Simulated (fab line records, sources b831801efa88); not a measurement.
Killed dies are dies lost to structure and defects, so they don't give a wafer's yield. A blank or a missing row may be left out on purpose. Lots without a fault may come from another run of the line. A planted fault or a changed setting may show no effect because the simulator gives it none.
fab line records | flow sky130
record lots=15 wafers=45 last_day=50
route steps=708 shown VIA3@590 PAD_OPEN@708
lots that met no fault: from a run of the same line without faults
start_h: hours from the record's first day to the start of the lot's first wafer shown | wait_h: hours since the lot's step before | " the same as in the row above | L1.1+2: a row that stands for several wafers | - no value, or no start given | * or withheld: withheld | < > ~ a bound
route shown NAME@n: a module of which the file shows steps, and the number in the route of the first | usual: mean/standard deviation of fault-free wafers | same: alike in all rows | chamber/n: place in a boat | sites: the reading at each site | _std_site: their standard deviation | _edge_site: outer sites' mean less inner sites' | radius_mm: how far each site lies from the wafer's centre | mask NAME#n: copy n | behind: the tool/chamber that last shaped the wafer | hold: why the lot was held/for how many hours/how that ended | device: the transistor (n, p or np) that didn't switch | end of line: the same wafers' tests at the end of the route | a step without rows: its recipe alone | killed: dies lost to structure and defects at the first sort, not the wafer's yield | map: a wafer's dies, x killed, . not, _ none there
set.NAME: the setting as run; set.NAME@STEP: as run at that earlier step | model.NAME: the simulator's own value behind a step, which no gauge read
steps of the route over a sample of lots; a table a step, a row a wafer
## steps
# step SKY_VIA3_STRIP_17
# recipe chemistry=post_etch_residue_remover time_s=1200 temp_c=72.5
# usual bath_guard_temp_C=72.6/0.59 bath_heat_duty_pct=14.5/1.3
# columns lot.wafer tool chamber start_h wait_h bath_guard_temp_C bath_heat_duty_pct
L905.2 wet_bench-01 2 937.39 0.1 72.9 14.2
L905.4 " 2 " " 73.4 12.9
L905.5 " 2 " " 73.6 14.7
L906.2 wet_bench-03 3 947.34 0.1 72.5 11.4
L906.3 " 3 " " 72.2 12.4
L906.6 " 3 " " 72.2 12.8
L907.2 wet_bench-03 1 959.65 0.1 72.2 14.2
L907.5 " 1 " " 71.9 13.2
L907.6 " 1 " " 71.8 13.8
L908.1 wet_bench-03 3 966.80 0.1 72.2 12.6
L908.2 " 3 " " 72.5 13.0
L908.3 " 3 " " 72.7 13.3
L909.1 wet_bench-02 3 976.64 0.1 72.6 15.0
L909.3 " 3 " " 72.5 14.0
L909.4 " 3 " " 72.4 13.2
L911.1 wet_bench-03 2 983.19 0.1 73.3 17.3
L911.2 " 2 " " 73.4 15.4
L911.3 " 2 " " 73.3 16.5
L913.2 wet_bench-03 0 995.15 0.1 73.4 11.7
L913.4 " 0 " " 73.4 12.6
L913.6 " 0 " " 73.3 11.9
L912.1 wet_bench-02 0 998.84 0.1 72.9 15.0
L912.3 " 0 " " 73.1 15.2
L912.6 " 0 " " 72.9 15.9
L915.1 wet_bench-02 0 1012.64 0.1 72.9 16.0
L915.4 " 0 " " 72.9 17.4
L915.6 " 0 " " 73.1 14.5
L916.2 wet_bench-01 2 1012.99 0.1 - -
L916.5 " 2 " " - -
L916.6 " 2 " " - -
L917.1 wet_bench-01 2 1017.55 0.1 - -
L917.2 " 2 " " - -
L917.5 " 2 " " - -
L918.1 wet_bench-02 3 1029.35 0.1 - -
L918.3 " 3 " " - -
L918.6 " 3 " " - -
L921.1 wet_bench-01 0 1051.30 0.1 71.8 14.0
L921.5 " 0 " " 71.1 14.2
L921.6 " 0 " " 71.7 14.0
L926.4 wet_bench-01 1 1078.99 0.0 72.3 16.0
L926.5 " 1 " " 72.6 14.9
L926.6 " 1 " " 72.5 16.7
L927.4 wet_bench-01 1 1083.95 0.0 72.5 16.1
L927.5 " 1 " " 72.7 16.8
L927.6 " 1 " " 72.9 16.4
# step SKY_PAD_OPEN_PROBE_99
# usual defect_limited_yield=82.6/1.9 killed_at_M0_to_M3=42/7 killed_at_M4_up=3.2/1.6 killed_at_contacts=24/5.8 killed_at_front_end=16/4.3 killed_at_other=0.3/0.62 killed_dies=86/9.5 killed_open=46/6.4 killed_short=39/6.3 sort_bin_3_pad_short=0.9/0.43 sort_bin_5_function=10.5/1.4 sort_bin_6_memory=6.1/1.2 sort_bin_8_speed=0.00/0.017 sort_n_pass=406/9.5 sort_yield_pct=82.6/1.9
# same gross_dies=492 killed_at_back_side=0 sort_bin_4_leakage[%]=0
# columns lot.wafer tool chamber start_h wait_h defect_limited_yield[%] killed_at_M0_to_M3 killed_at_M4_up killed_at_contacts killed_at_front_end killed_at_other killed_dies killed_open killed_short sort_bin_3_pad_short[%] sort_bin_5_function[%] sort_bin_6_memory[%] sort_bin_8_speed[%] sort_n_pass sort_yield_pct[%]
L905.2 prober-01 - 1084.50 0.1 84.1 36 3 25 13 1 78 49 29 0.4 9.1 6.3 0 414 84.1
L905.4 prober-01 - 1084.60 0.2 82.9 45 2 27 10 0 84 41 43 1.0 11.8 4.3 0 408 82.9
L905.5 prober-01 - 1084.65 0.2 82.9 34 2 22 26 0 84 44 39 0.4 11.4 5.3 0 408 82.9
L906.2 prober-02 - 1092.11 0.1 83.1 43 3 23 14 0 83 49 34 0.2 11.8 4.9 0 409 83.1
L906.3 prober-02 - 1092.16 0.2 84.1 48 3 21 6 0 78 38 40 1.2 9.8 4.9 0 414 84.1
L906.6 prober-02 - 1092.31 0.2 81.1 40 2 36 15 0 93 49 44 0.6 11.4 6.9 0 399 81.1
L907.2 prober-01 - 1102.87 0.1 84.8 38 1 13 23 0 75 43 32 0 10.4 4.9 0 417 84.8
L907.5 prober-01 - 1103.02 0.2 81.7 37 3 23 25 2 90 52 38 0.4 11.6 6.3 0 402 81.7
L907.6 prober-01 - 1103.07 0.2 79.1 56 2 24 21 0 103 60 41 1.8 13.0 6.1 0 389 79.1
L908.1 prober-02 - 1107.41 0.1 80.9 53 5 21 14 1 94 46 47 1.8 10.6 6.7 0 398 80.9
L908.2 prober-02 - 1107.46 0.1 81.1 54 5 20 13 1 93 52 39 1.0 10.2 7.7 0 399 81.1
L908.3 prober-02 - 1107.51 0.2 82.7 39 1 27 18 0 85 38 47 1.2 10.4 5.7 0 407 82.7
L909.1 prober-02 - 1116.52 0.1 79.7 38 4 39 19 0 100 51 49 1.8 11.8 6.7 0 392 79.7
L909.3 prober-02 - 1116.62 0.2 81.3 48 5 24 15 0 92 45 47 1.0 13.4 4.3 0 400 81.3
L909.4 prober-02 - 1116.67 0.2 82.3 37 5 30 15 0 87 54 33 1.2 10.8 5.7 0 405 82.3
L911.1 prober-01 - 1121.70 0.1 80.3 44 5 31 17 0 97 55 42 1.2 12.4 6.1 0 395 80.3
L911.2 prober-01 - 1121.75 0.1 86.0 35 5 20 9 0 69 39 29 1.0 8.5 4.5 0 423 86.0
L911.3 prober-01 - 1121.80 0.2 85.2 34 2 25 12 0 73 41 31 0.4 9.8 4.7 0 419 85.2
L913.2 prober-02 - 1133.02 0.1 82.9 44 4 23 12 1 84 41 43 0.4 8.1 8.5 0 408 82.9
L913.4 prober-02 - 1133.12 0.2 82.3 47 4 22 14 0 87 42 45 0.8 10.4 6.5 0 405 82.3
L913.6 prober-02 - 1133.22 0.2 81.5 44 2 30 14 1 91 57 34 1.4 11.2 5.9 0 401 81.5
L912.1 prober-01 - 1136.47 0.1 82.7 41 4 26 14 0 85 44 41 0.8 10.0 6.5 0 407 82.7
L912.3 prober-01 - 1136.57 0.2 83.9 37 3 29 9 1 79 38 41 0.8 7.9 7.3 0 413 83.9
L912.6 prober-01 - 1136.72 0.2 82.1 43 5 22 18 0 88 55 31 0.4 10.8 6.7 0 404 82.1
L915.1 prober-01 - 1147.64 0.1 81.1 51 4 18 20 0 93 47 46 0.8 12.2 5.9 0 399 81.1
L915.4 prober-01 - 1147.79 0.2 82.5 45 3 24 12 2 86 48 37 0.4 10.6 6.5 0 406 82.5
L915.6 prober-01 - 1147.89 0.2 79.1 54 2 27 20 0 103 58 45 0.8 12.6 7.5 0 389 79.1
L916.2 prober-02 - 1148.02 0.1 84.1 39 3 29 7 0 78 45 32 0.8 8.5 6.5 0 414 84.1
L916.5 prober-02 - 1148.17 0.2 82.7 44 3 19 18 1 85 45 37 1.2 11.0 5.1 0 407 82.7
L916.6 prober-02 - 1148.22 0.2 82.5 47 2 24 13 0 86 46 39 1.0 12.4 4.1 0.20 405 82.3
L917.1 prober-01 - 1150.45 0.1 83.5 46 1 24 10 0 81 45 36 0.4 9.6 6.5 0 411 83.5
L917.2 prober-01 - 1150.50 0.1 78.0 49 6 32 21 0 108 54 54 1.4 12.8 7.7 0 384 78.0
L917.5 prober-01 - 1150.65 0.2 78.0 58 5 22 23 0 108 51 57 0.6 12.2 9.1 0 384 78.0
L918.1 prober-02 - 1160.26 0.1 83.3 35 0 33 13 1 82 52 30 0.4 10.0 6.3 0 410 83.3
L918.3 prober-02 - 1160.36 0.2 82.9 42 5 26 11 0 84 48 35 0.6 9.1 7.3 0 408 82.9
L918.6 prober-02 - 1160.51 0.2 79.1 42 3 38 20 0 103 53 48 1.0 13.8 6.1 0 389 79.1
L921.1 prober-01 - 1174.60 0.1 82.9 37 3 23 21 0 84 43 41 0.4 10.6 6.1 0 408 82.9
L921.5 prober-01 - 1174.80 0.2 84.1 39 2 29 7 1 78 37 40 1.2 10.2 4.5 0 414 84.1
L921.6 prober-01 - 1174.85 0.2 83.1 46 2 23 11 1 83 53 30 0.6 9.8 6.5 0 409 83.1
L926.4 prober-02 - 1195.97 0.2 83.9 33 4 29 13 0 79 40 38 1.4 8.9 5.7 0 413 83.9
L926.5 prober-02 - 1196.02 0.2 88.0 31 0 17 9 2 59 30 27 0.8 6.9 4.3 0 433 88.0
L926.6 prober-02 - 1196.07 0.2 82.5 35 7 24 20 0 86 43 41 1.4 11.8 4.3 0 406 82.5
L927.4 prober-01 - 1200.96 0.2 82.1 38 5 31 14 0 88 37 51 0.8 10.8 6.3 0 404 82.1
L927.5 prober-01 - 1201.01 0.2 86.2 33 2 25 7 1 68 43 25 0.2 8.9 4.7 0 424 86.2
L927.6 prober-01 - 1201.06 0.2 86.2 31 2 22 12 1 68 39 29 0.2 6.5 7.1 0 424 86.2
# killed by level:class
L905.2 CONTACT:geometric_particle:open=10 VIA1:geometric_particle:open=7 VIA2:geometric_particle:open=7 LI_CONTACT:geometric_particle:open=6 VIA3:geometric_particle:open=6 FIELD_ISO:geometric_particle:open=5 LI_CONTACT:geometric_particle:short=4 FIELD_ISO:geometric_particle:short=3
L905.4 CONTACT:geometric_particle:short=10 VIA1:geometric_particle:open=10 CONTACT:geometric_particle:open=7 METAL1:geometric_particle:short=7 METAL2:geometric_particle:short=6 LI_CONTACT:geometric_particle:open=5 VIA3:geometric_particle:open=5 VIA2:geometric_particle:open=5
L905.5 VIA1:geometric_particle:open=8 VIA2:geometric_particle:open=8 SPACER:geometric_particle:short=5 LI_CONTACT:geometric_particle:open=5 LOCAL_INTERCONNECT:geometric_particle:short=5 CONTACT:geometric_particle:open=5 POLY_GATE:geometric_particle:short=4 POLY_GATE:geometric_particle:open=4
L906.2 VIA1:geometric_particle:open=13 CONTACT:geometric_particle:open=10 VIA2:geometric_particle:open=8 CONTACT:geometric_particle:short=6 METAL1:geometric_particle:short=5 POLY_GATE:geometric_particle:short=4 LI_CONTACT:geometric_particle:open=4 VIA3:geometric_particle:short=4
L906.3 VIA1:geometric_particle:open=13 VIA2:geometric_particle:open=7 VIA3:geometric_particle:short=6 CONTACT:geometric_particle:open=6 LOCAL_INTERCONNECT:geometric_particle:short=5 CONTACT:geometric_particle:short=5 VIA1:geometric_particle:short=5 LI_CONTACT:geometric_particle:open=4
L906.6 LOCAL_INTERCONNECT:geometric_particle:short=10 CONTACT:geometric_particle:open=9 VIA2:geometric_particle:open=7 LI_CONTACT:geometric_particle:open=6 CONTACT:geometric_particle:short=6 VIA3:geometric_particle:open=6 METAL1:geometric_particle:short=5 VIA1:geometric_particle:short=5
L907.2 VIA1:geometric_particle:open=9 VIA3:geometric_particle:open=9 METAL1:geometric_particle:short=7 VIA2:geometric_particle:open=6 FIELD_ISO:geometric_particle:short=5 POLY_GATE:geometric_particle:open=5 FIELD_ISO:geometric_particle:open=4 CONTACT:geometric_particle:short=4
L907.5 CONTACT:geometric_particle:open=12 FIELD_ISO:geometric_particle:short=6 LI_CONTACT:geometric_particle:open=6 FIELD_ISO:geometric_particle:open=5 POLY_GATE:geometric_particle:short=5 VIA3:geometric_particle:open=5 VIA1:geometric_particle:open=5 VIA2:geometric_particle:open=5
L907.6 VIA3:geometric_particle:open=16 LI_CONTACT:geometric_particle:open=10 METAL2:geometric_particle:short=7 CONTACT:geometric_particle:open=7 FIELD_ISO:geometric_particle:open=6 VIA1:geometric_particle:open=5 VIA2:geometric_particle:open=5 METAL1:geometric_particle:short=4
L908.1 VIA1:geometric_particle:open=13 CONTACT:geometric_particle:open=7 METAL1:geometric_particle:short=7 VIA2:geometric_particle:open=7 VIA3:geometric_particle:short=5 LI_CONTACT:geometric_particle:open=5 METAL2:geometric_particle:short=5 VIA3:geometric_particle:open=5
L908.2 VIA1:geometric_particle:open=14 LI_CONTACT:geometric_particle:open=9 VIA3:geometric_particle:open=8 METAL1:geometric_particle:short=6 METAL2:geometric_particle:short=6 VIA2:geometric_particle:open=6 FIELD_ISO:geometric_particle:open=5 CONTACT:geometric_particle:short=4
L908.3 CONTACT:geometric_particle:short=9 VIA3:geometric_particle:open=8 FIELD_ISO:geometric_particle:short=7 LI_CONTACT:geometric_particle:open=6 CONTACT:geometric_particle:open=6 VIA1:geometric_particle:open=6 POLY_GATE:geometric_particle:short=5 VIA2:geometric_particle:open=5
L909.1 CONTACT:geometric_particle:open=12 LI_CONTACT:geometric_particle:open=9 VIA1:geometric_particle:short=7 VIA1:geometric_particle:open=7 VIA2:geometric_particle:open=7 METAL1:geometric_particle:short=6 LOCAL_INTERCONNECT:geometric_particle:short=6 CONTACT:geometric_particle:short=6
L909.3 VIA1:geometric_particle:open=13 CONTACT:geometric_particle:open=9 VIA1:geometric_particle:short=8 METAL2:geometric_particle:short=7 LI_CONTACT:geometric_particle:open=6 VIA3:geometric_particle:short=5 POLY_GATE:geometric_particle:open=4 METAL4:geometric_particle:short=4
L909.4 CONTACT:geometric_particle:open=12 VIA1:geometric_particle:open=10 POLY_GATE:geometric_particle:open=9 VIA3:geometric_particle:open=7 LI_CONTACT:geometric_particle:open=7 LI_CONTACT:geometric_particle:short=5 CONTACT:geometric_particle:short=5 VIA2:geometric_particle:short=5
L911.1 LOCAL_INTERCONNECT:geometric_particle:short=10 VIA3:geometric_particle:open=9 VIA2:geometric_particle:open=9 CONTACT:geometric_particle:open=8 VIA1:geometric_particle:open=7 POLY_GATE:geometric_particle:open=6 LI_CONTACT:geometric_particle:open=6 CONTACT:geometric_particle:short=5
L911.2 VIA2:geometric_particle:open=12 LI_CONTACT:geometric_particle:open=6 CONTACT:geometric_particle:open=6 METAL4:geometric_particle:short=5 METAL2:geometric_particle:short=4 VIA3:geometric_particle:open=4 POLY_GATE:geometric_particle:open=3 LOCAL_INTERCONNECT:geometric_particle:short=3
L911.3 LI_CONTACT:geometric_particle:open=10 METAL2:geometric_particle:short=7 CONTACT:geometric_particle:open=6 VIA1:geometric_particle:open=6 VIA2:geometric_particle:open=5 POLY_GATE:geometric_particle:open=4 METAL3:geometric_particle:short=4 VIA1:geometric_particle:short=3
L913.2 VIA3:geometric_particle:open=8 LI_CONTACT:geometric_particle:open=7 VIA2:geometric_particle:open=7 METAL1:geometric_particle:short=6 CONTACT:geometric_particle:open=6 CONTACT:geometric_particle:short=6 METAL2:geometric_particle:short=6 FIELD_ISO:geometric_particle:short=4
L913.4 LI_CONTACT:geometric_particle:open=8 VIA1:geometric_particle:open=7 FIELD_ISO:geometric_particle:open=6 VIA2:geometric_particle:short=6 METAL1:geometric_particle:short=6 CONTACT:geometric_particle:short=4 CONTACT:geometric_particle:open=4 VIA1:geometric_particle:short=4
L913.6 CONTACT:geometric_particle:open=13 VIA1:geometric_particle:open=13 VIA2:geometric_particle:open=9 LI_CONTACT:geometric_particle:open=7 CONTACT:geometric_particle:short=5 VIA2:geometric_particle:short=5 FIELD_ISO:geometric_particle:open=4 METAL2:geometric_particle:short=4
L912.1 VIA1:geometric_particle:open=14 CONTACT:geometric_particle:open=8 LI_CONTACT:geometric_particle:open=6 CONTACT:geometric_particle:short=5 LOCAL_INTERCONNECT:geometric_particle:short=5 METAL2:geometric_particle:short=5 POLY_GATE:geometric_particle:open=4 METAL1:geometric_particle:short=4
L912.3 CONTACT:geometric_particle:open=11 VIA1:geometric_particle:open=8 METAL2:geometric_particle:short=8 LOCAL_INTERCONNECT:geometric_particle:short=6 CONTACT:geometric_particle:short=5 METAL1:geometric_particle:short=5 VIA2:geometric_particle:open=5 LI_CONTACT:geometric_particle:open=4
L912.6 VIA1:geometric_particle:open=10 CONTACT:geometric_particle:open=8 LI_CONTACT:geometric_particle:open=6 METAL1:geometric_particle:short=6 VIA2:geometric_particle:open=6 METAL1:geometric_particle:open=5 FIELD_ISO:geometric_particle:open=4 FIELD_ISO:geometric_particle:short=4
L915.1 CONTACT:geometric_particle:open=9 VIA1:geometric_particle:open=9 VIA3:geometric_particle:open=8 METAL1:geometric_particle:short=7 POLY_GATE:geometric_particle:short=6 METAL2:geometric_particle:short=6 VIA2:geometric_particle:open=6 POLY_GATE:geometric_particle:open=5
L915.4 CONTACT:geometric_particle:open=9 VIA1:geometric_particle:short=8 VIA1:geometric_particle:open=7 VIA2:geometric_particle:open=6 VIA3:geometric_particle:open=6 LI_CONTACT:geometric_particle:open=5 FIELD_ISO:geometric_particle:open=4 LOCAL_INTERCONNECT:geometric_particle:short=4
L915.6 VIA2:geometric_particle:open=10 FIELD_ISO:geometric_particle:open=9 CONTACT:geometric_particle:open=9 VIA3:geometric_particle:open=9 LI_CONTACT:geometric_particle:open=8 METAL2:geometric_particle:short=8 VIA1:geometric_particle:open=8 VIA2:geometric_particle:short=6
L916.2 CONTACT:geometric_particle:open=10 VIA1:geometric_particle:open=10 LI_CONTACT:geometric_particle:open=8 VIA2:geometric_particle:open=8 VIA1:geometric_particle:short=6 CONTACT:geometric_particle:short=5 POLY_GATE:geometric_particle:open=3 LOCAL_INTERCONNECT:geometric_particle:short=3
L916.5 VIA1:geometric_particle:open=11 CONTACT:geometric_particle:open=8 VIA3:geometric_particle:open=7 METAL2:geometric_particle:short=7 FIELD_ISO:geometric_particle:short=4 LI_CONTACT:geometric_particle:open=4 CONTACT:geometric_particle:short=4 VIA1:geometric_particle:short=4
L916.6 VIA2:geometric_particle:open=11 VIA1:geometric_particle:open=10 CONTACT:geometric_particle:short=8 VIA3:geometric_particle:open=7 CONTACT:geometric_particle:open=7 VIA1:geometric_particle:short=6 METAL1:geometric_particle:short=6 LI_CONTACT:geometric_particle:open=5
L917.1 VIA3:geometric_particle:open=11 CONTACT:geometric_particle:open=10 VIA1:geometric_particle:open=8 METAL2:geometric_particle:short=8 LI_CONTACT:geometric_particle:open=4 LI_CONTACT:geometric_particle:short=4 CONTACT:geometric_particle:short=4 METAL1:geometric_particle:short=4
L917.2 VIA1:geometric_particle:open=15 CONTACT:geometric_particle:short=9 LI_CONTACT:geometric_particle:open=8 METAL1:geometric_particle:short=7 CONTACT:geometric_particle:open=6 LOCAL_INTERCONNECT:geometric_particle:short=6 VIA3:geometric_particle:open=6 POLY_GATE:geometric_particle:short=5
L917.5 VIA1:geometric_particle:short=11 CONTACT:geometric_particle:open=9 VIA3:geometric_particle:open=8 VIA1:geometric_particle:open=7 METAL3:geometric_particle:short=6 CONTACT:geometric_particle:short=6 METAL1:geometric_particle:short=6 VIA2:geometric_particle:open=6
L918.1 VIA1:geometric_particle:open=12 LI_CONTACT:geometric_particle:open=11 CONTACT:geometric_particle:open=9 VIA2:geometric_particle:open=5 LOCAL_INTERCONNECT:geometric_particle:short=5 POLY_GATE:geometric_particle:open=4 LI_CONTACT:geometric_particle:short=4 METAL1:geometric_particle:open=4
L918.3 VIA1:geometric_particle:open=13 CONTACT:geometric_particle:open=9 VIA2:geometric_particle:open=8 CONTACT:geometric_particle:short=6 LOCAL_INTERCONNECT:geometric_particle:short=5 VIA3:geometric_particle:open=5 POLY_GATE:geometric_particle:open=4 LI_CONTACT:geometric_particle:open=4
L918.6 CONTACT:geometric_particle:open=15 METAL2:geometric_particle:short=8 VIA2:geometric_particle:open=8 CONTACT:geometric_particle:short=7 VIA1:geometric_particle:short=7 VIA3:geometric_particle:open=7 LOCAL_INTERCONNECT:geometric_particle:short=6 LI_CONTACT:geometric_particle:open=6
L921.1 FIELD_ISO:geometric_particle:short=8 VIA2:geometric_particle:open=8 LI_CONTACT:geometric_particle:open=7 LOCAL_INTERCONNECT:geometric_particle:short=7 VIA1:geometric_particle:open=7 CONTACT:geometric_particle:open=5 METAL2:geometric_particle:short=5 VIA3:geometric_particle:open=5
L921.5 CONTACT:geometric_particle:open=9 CONTACT:geometric_particle:short=7 LI_CONTACT:geometric_particle:open=6 METAL2:geometric_particle:open=6 METAL2:geometric_particle:short=6 VIA1:geometric_particle:open=5 VIA2:geometric_particle:open=4 LI_CONTACT:geometric_particle:short=4
L921.6 VIA1:geometric_particle:open=14 CONTACT:geometric_particle:open=11 VIA3:geometric_particle:open=7 VIA2:geometric_particle:open=6 FIELD_ISO:geometric_particle:short=5 METAL2:geometric_particle:short=5 LI_CONTACT:geometric_particle:open=4 METAL1:geometric_particle:short=4
L926.4 VIA2:geometric_particle:open=11 LI_CONTACT:geometric_particle:open=8 LI_CONTACT:geometric_particle:short=6 METAL1:geometric_particle:short=6 LOCAL_INTERCONNECT:geometric_particle:short=5 CONTACT:geometric_particle:short=5 CONTACT:geometric_particle:open=5 VIA1:geometric_particle:open=5
L926.5 VIA1:geometric_particle:open=9 LOCAL_INTERCONNECT:geometric_particle:short=6 CONTACT:geometric_particle:open=5 METAL1:geometric_particle:short=5 VIA2:geometric_particle:open=4 SPACER:geometric_particle:short=3 LI_CONTACT:geometric_particle:open=3 VIA3:geometric_particle:open=3
L926.6 CONTACT:geometric_particle:open=11 VIA1:geometric_particle:open=9 VIA3:geometric_particle:open=7 METAL4:geometric_particle:short=6 FIELD_ISO:geometric_particle:open=5 POLY_GATE:geometric_particle:short=5 METAL1:geometric_particle:short=5 VIA3:geometric_particle:short=5
L927.4 LI_CONTACT:geometric_particle:open=8 CONTACT:geometric_particle:open=8 METAL2:geometric_particle:short=7 METAL1:geometric_particle:short=7 VIA1:geometric_particle:short=7 CONTACT:geometric_particle:short=6 VIA1:geometric_particle:open=6 POLY_GATE:geometric_particle:open=5
L927.5 CONTACT:geometric_particle:open=13 LI_CONTACT:geometric_particle:open=7 VIA3:geometric_particle:open=7 VIA2:geometric_particle:open=5 VIA3:geometric_particle:short=5 VIA1:geometric_particle:open=4 LI_CONTACT:geometric_particle:short=3 VIA1:geometric_particle:short=3
L927.6 CONTACT:geometric_particle:open=11 VIA2:geometric_particle:open=6 LI_CONTACT:geometric_particle:open=5 METAL2:geometric_particle:short=5 METAL3:geometric_particle:short=5 METAL1:geometric_particle:short=4 CONTACT:geometric_particle:short=4 FIELD_ISO:geometric_particle:open=3
## key
first_sign step=SKY_VIA3_STRIP_17 reading=tool_record direction=missing
effect none on later readings
met_at SKY_VIA3_STRIP_17
struck_lots L916,L917,L918
onset_between 1012.64 1012.99
fault kind=skipped_step_whole tool=wet_bench-01,wet_bench-02 chamber=- onset_h=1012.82 steps=SKY_VIA3_STRIP_17 scope=struck_lots_only
